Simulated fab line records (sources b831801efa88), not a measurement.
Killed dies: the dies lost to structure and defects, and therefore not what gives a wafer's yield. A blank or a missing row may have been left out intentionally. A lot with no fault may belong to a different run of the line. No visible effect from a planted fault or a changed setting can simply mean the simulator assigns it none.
Chamber matching :: flow sky130 :: 4 sister chambers for SKY_VIA1_CMP_02 on cmp-02
The step polishes SiO2. 4 wafers are shown with their chamber, then 9 later ones without.

## WAFERS PAIRED WITH THEIR CHAMBERS
wafer: L825.3
chamber: 2
motorCurrentA (A): 11.6

wafer: L825.6
chamber: 1
motorCurrentA (A): 11.9

wafer: L827.5
chamber: 3
motorCurrentA (A): 10.3

wafer: L827.6
chamber: 0
motorCurrentA (A): 12.9

## WAFERS MISSING THEIR CHAMBER
wafer: L828.3
motorCurrentA (A): 10.6

wafer: L828.4
motorCurrentA (A): 12.9

wafer: L828.5
motorCurrentA (A): 12.7

wafer: L836.1
motorCurrentA (A): 10.4

wafer: L836.2
motorCurrentA (A): 12.3

wafer: L836.4
motorCurrentA (A): 11.0

wafer: L839.1
motorCurrentA (A): 11.2

wafer: L839.5
motorCurrentA (A): 13.0

wafer: L839.6
motorCurrentA (A): 11.3

## THE CHAMBER EACH PASSED THROUGH
wafer: L828.3
from the rows above: 3
in truth: 3

wafer: L828.4
from the rows above: 0
in truth: 0

wafer: L828.5
from the rows above: can't be placed: 0 or 1
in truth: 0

wafer: L836.1
from the rows above: 3
in truth: 3

wafer: L836.2
from the rows above: can't be placed: 1 or 0 or 2
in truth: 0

wafer: L836.4
from the rows above: can't be placed: 2 or 3 or 1
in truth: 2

wafer: L839.1
from the rows above: can't be placed: 2 or 1 or 3
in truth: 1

wafer: L839.5
from the rows above: 0
in truth: 0

wafer: L839.6
from the rows above: can't be placed: 2 or 1
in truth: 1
4 of 9 placed correctly. Not placeable from these rows: 5 (in 5, the candidates include the true chamber). Placed wrongly: 0.
How it was worked out, from the rows above alone: a wafer's distance from a chamber is the root of the sum, over the readings, of the square of ((its reading less the chamber's mean) divided by the reading's scatter). If the next closest chamber is less than 2 further off than the closest, the wafer can't be placed; otherwise it belongs to the closest. Each chamber's mean is taken over the wafers shown for it. The scatter: with one shown wafer a chamber, the root of the mean of the squares of how far each hidden wafer lies from its nearest shown one.
